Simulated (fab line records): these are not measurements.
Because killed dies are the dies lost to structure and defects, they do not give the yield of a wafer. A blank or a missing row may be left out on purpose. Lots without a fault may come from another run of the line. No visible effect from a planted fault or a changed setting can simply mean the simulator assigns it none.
The tool behind it: which one? -- flow gf180mcu -- 14 lots, 42 wafers sampled, at 4 steps of a route of 602

WHAT THE GAUGES READ, wafer by wafer
GF_M4_CD_MEAS_14: the cd target is 280 nm.
lot,measured,on,cd-nm (nm)
L365,day 24 05:07,cd-sem-02,279.0 279.6 279.0
L364,day 24 10:22,cd-sem-02,- - -
L367,day 25 01:11,cd-sem-02,- - -
L369,day 25 21:27,cd-sem-02,278.7 278.9 278.3
L376,day 27 22:47,cd-sem-02,282.6 281.4 282.1
L377,day 28 06:32,cd-sem-02,281.3 281.3 280.6
L378,day 28 06:52,cd-sem-01,280.6 281.4 280.1
L379,day 28 19:12,cd-sem-01,282.8 282.5 282.1
L380,day 29 02:21,cd-sem-01,281.2 280.7 280.6
L381,day 29 04:24,cd-sem-01,277.8 279.0 278.6
L382,day 29 13:34,cd-sem-01,280.0 279.5 278.8
L383,day 29 19:41,cd-sem-02,281.1 281.3 281.7
L384,day 29 21:25,cd-sem-02,279.3 279.2 279.0
L386,day 30 09:52,cd-sem-01,279.2 278.0 278.7

TOOL THAT RAN EACH LOT (tool first, then ch and the chambers of the sampled wafers, then the start)
lot,GF_V3_ETCH_17,GF_V3_SPUTTER_21,GF_M4_PEB_12
L365,"rie-diel-04 ch 0,2,3, day 23 06:19 or earlier","pvd-sputter-04, day 23 06:19","litho-track-01 ch 0, day 24 04:46"
L364,"rie-diel-01 ch 0,2,3, day 23 11:35 or earlier","pvd-sputter-02, day 23 11:35","litho-track-01, day 24 10:01"
L367,"rie-diel-01 ch 1,3, day 24 02:57 or earlier","pvd-sputter-04, day 24 02:57","litho-track-03, day 25 00:50"
L369,"rie-diel-02 ch 2,3, day 24 23:25 or earlier","pvd-sputter-02, day 24 23:25","litho-track-01 ch 0, day 25 21:08"
L376,"rie-diel-02 ch 1,2, day 27 01:28 or earlier","pvd-sputter-03, day 27 01:28","litho-track-01 ch 0, day 27 22:26"
L377,"rie-diel-02 ch 0,1,2, day 27 08:59 or earlier","pvd-sputter-03, day 27 08:59","litho-track-03 ch 0, day 28 06:11"
L378,"rie-diel-04 ch 0,2, day 27 10:32 or earlier","pvd-sputter-02, day 27 10:32","litho-track-01 ch 0, day 28 06:31"
L379,"rie-diel-02 ch 0,3, day 27 22:44 or earlier","pvd-sputter-04, day 27 22:44","litho-track-04 ch 0, day 28 18:47"
L380,"rie-diel-01 ch 0,1,3, day 28 05:49 or earlier","pvd-sputter-04, day 28 05:49","litho-track-01 ch 0, day 29 02:02"
L381,"rie-diel-04 ch 0,1,3, day 28 08:04 or earlier","pvd-sputter-04, day 28 08:04","litho-track-03 ch 0, day 29 04:04"
L382,"rie-diel-04 ch 0,2,3, day 28 17:12 or earlier","pvd-sputter-02, day 28 17:12","litho-track-01 ch 0, day 29 13:13"
L383,"rie-diel-01 ch 1,2, day 28 23:41 or earlier","pvd-sputter-02, day 28 23:41","litho-track-03 ch 0, day 29 19:22"
L384,"rie-diel-04 ch 0,2, day 29 02:07 or earlier","pvd-sputter-02, day 29 02:07","litho-track-01 ch 0, day 29 21:04"
L386,"rie-diel-04 ch 0,1,3, day 29 14:46 or earlier","pvd-sputter-04, day 29 14:46","litho-track-04 ch 0, day 30 09:31"
- GF_V3_ETCH_17: etches SiO2 in C4F8/O2/Ar, stops on TiN, target depth 635 nm.
- GF_V3_SPUTTER_21: material Ti, target thk 15 nm, time 80.02 s.
- GF_M4_PEB_12: peb time 90 s.

AS READ BY THE TOOLS THEMSELVES (means over the sampled wafers that have a number; for cases with no such wafer, the mark the record gives instead)
GF_V3_ETCH_17.
lot,tool,chamber-pressure-mTorr (mTorr),oes-product-au (a.u.)
L365,rie-diel-04,40.02,0.859
L364,rie-diel-01,40.01,0.857
L367,rie-diel-01,40.00,0.858
L369,rie-diel-02,39.97,0.860
L376,rie-diel-02,40.00,0.854
L377,rie-diel-02,40.01,0.856
L378,rie-diel-04,40.00,0.855
L379,rie-diel-02,39.97,0.857
L380,rie-diel-01,39.97,0.854
L381,rie-diel-04,39.98,0.860
L382,rie-diel-04,40.01,0.856
L383,rie-diel-01,39.98,0.860
L384,rie-diel-04,39.99,0.854
L386,rie-diel-04,39.99,0.855

GF_V3_SPUTTER_21.
lot,tool,throttle-valve-pct (%)
L365,pvd-sputter-04,30.0
L364,pvd-sputter-02,30.6
L367,pvd-sputter-04,28.1
L369,pvd-sputter-02,30.7
L376,pvd-sputter-03,31.1
L377,pvd-sputter-03,30.9
L378,pvd-sputter-02,30.6
L379,pvd-sputter-04,29.2
L380,pvd-sputter-04,29.4
L381,pvd-sputter-04,29.4
L382,pvd-sputter-02,31.5
L383,pvd-sputter-02,31.2
L384,pvd-sputter-02,30.5
L386,pvd-sputter-04,29.1

GF_M4_PEB_12.
lot,tool,chill-plate-temp-C (C),exhaust-pa (Pa),heater-power-total-W (W),plate-temp-C (C)
L365,litho-track-01,23.00,44.8,85.77,134.92
L364,litho-track-01,-,-,-,-
L367,litho-track-03,-,-,-,-
L369,litho-track-01,22.93,44.9,85.67,135.02
L376,litho-track-01,22.86,44.2,85.67,134.90
L377,litho-track-03,23.03,45.1,85.79,134.86
L378,litho-track-01,22.91,45.5,85.77,135.07
L379,litho-track-04,22.93,44.7,85.76,135.04
L380,litho-track-01,22.97,45.8,85.68,135.00
L381,litho-track-03,23.13,44.7,85.66,135.02
L382,litho-track-01,22.83,45.3,85.68,135.01
L383,litho-track-03,22.80,44.5,85.76,134.91
L384,litho-track-01,23.08,45.5,85.68,134.86
L386,litho-track-04,23.02,45.3,85.72,135.09

THE ANSWER, worked out from the rows above alone
Rule: usual is defined by the lots themselves. The widest of any qualifying gaps counts: lots, ordered by their means at a reading, are off when they make up no more than a third of the lots, leave a main group of 4 or more, and stand apart from it by 3 or more times the standard deviation of that group's means. A main group whose means are all the same, to the digits that the tables above print for the reading, isn't used. A lot without any number at a reading at which 4 lots or more have one is off too. Where the step has rows for the other lots, those lots are counted as sound. First the gauges in route order, then the tools' own readings, where a lot's mean is used as printed above. At the first step where some lot is off, the reading lying furthest off is the one used; lots without a number count as furthest.
Off: L364, L367 (GF_M4_CD_MEAS_14, cd-nm). Without a number there: L364, L367. Mean 280.2 nm and standard deviation 1.3 in the main group.
If a tool, at a process step before that reading, ran all the lots that are off and no sound lot after the first of them, it fits. Not tried: the gauges at GF_M4_CD_MEAS_14; whatever is off there is also off at GF_M4_PEB_12, on other tools, and gauge error can't account for it. Because GF_V3_ETCH_17 lacks a start for some lots, the hours and order of its lots are taken from GF_V3_SPUTTER_21. No candidate that was tried fits.

WHAT HAD BEEN PUT IN BY THE SIMULATOR
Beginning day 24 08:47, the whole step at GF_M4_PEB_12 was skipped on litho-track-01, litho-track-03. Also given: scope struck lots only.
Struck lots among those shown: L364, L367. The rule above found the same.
